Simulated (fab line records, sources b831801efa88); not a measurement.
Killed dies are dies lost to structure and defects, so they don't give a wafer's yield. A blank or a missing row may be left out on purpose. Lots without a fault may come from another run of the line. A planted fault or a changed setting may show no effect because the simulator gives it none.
One fault seen from 2 desks | flow sky130 | each desk has only its own numbers; what lay behind them comes last

THE TOOL OWNER'S DESK: implanter-03
The tool's own readings at SKY_LDD_N_IMPLANT_10: means of the sampled wafers that have a number, for each lot that ran on this tool. A lot is out of limits, marked OUT, if its mean lies more than 4 standard deviations from the usual mean; the brackets give that distance.
Columns: A = beam_energy_keV at SKY_LDD_N_IMPLANT_10, usual 20.000
lot  | first seen here | A
L590 | day 17 08:17    | 20.006
L592 | day 18 17:01    | 19.995
L598 | day 20 22:04    | 19.997
L599 | day 21 00:09    | 18.497 (-99 or more) OUT
L600 | day 21 23:25    | 18.503 (-99 or more) OUT
L610 | day 25 01:45    | 20.003
This desk's finding: out of limits on L599, L600; first on L599, day 21 00:09 (beam_energy_keV at SKY_LDD_N_IMPLANT_10). In limits: L590, L592, L598, L610.

THE METROLOGY DESK
What the gauges read, lot by lot, whatever tool the lot ran on: means of the sampled wafers that have a number. A lot is out of limits, marked OUT, if its mean lies more than 4 standard deviations from the usual mean; the brackets give that distance.
Columns: A = VT_ADJUST_HVTR_TW at SKY_VT_ADJUST_HVTR_TW_MEAS_11, usual 208.8; B = VT_ADJUST_PCH_OVL at SKY_VT_ADJUST_PCH_OVL_MEAS_07, usual 0.7 nm; C = LDD_LDN_OVL at SKY_LDD_LDN_OVL_MEAS_07, usual 0.9 nm
lot  | first seen here | A     | B    | C
L590 | day 9 06:43     | 206.9 | 2.5  | 0.1
L592 | day 10 05:35    | 207.9 | 1.1  | 1.6
L594 | day 10 21:21    | 211.9 | 0.2  | 2.7
L595 | day 11 01:31    | 207.8 | -0.1 | -0.1
L598 | day 11 21:38    | 208.1 | 1.9  | 1.2
L599 | day 12 05:08    | 209.8 | 1.3  | 0.7
L600 | day 12 20:45    | 206.3 | 2.7  | -1.2
L607 | day 14 18:49    | 207.8 | 3.7  | -0.2
L608 | day 15 03:53    | 207.1 | 0.8  | -0.5
L609 | day 15 06:23    | 211.5 | 0.3  | 0.9
L610 | day 15 12:14    | 207.6 | -1.0 | 0.2
L611 | day 15 19:33    | 209.4 | -0.3 | -1.0
L612 | day 16 06:59    | 210.5 | 2.0  | 3.1
L613 | day 16 11:47    | 210.8 | -1.1 | 1.6
This desk's finding: nothing out of limits on any of the 14 lots.

PUT TOGETHER
The tool owner's desk could have raised an alarm at day 21 00:09, on L599, L600.
The metrology desk saw nothing out of limits.
The metrology desk has L599, L600 on record, within its limits.
Of the lots named, all ran SKY_LDD_N_IMPLANT_10 on implanter-03.

WHAT THE SIMULATOR HAD PUT IN
Process parameter drift: implanter-03, from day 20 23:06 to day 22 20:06, at SKY_LDD_N_IMPLANT_10. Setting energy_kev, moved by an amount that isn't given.
Lots struck among those shown: L599, L600.
Hours from the fault's start to each desk's first reading out of limits: the tool owner's desk, 1.
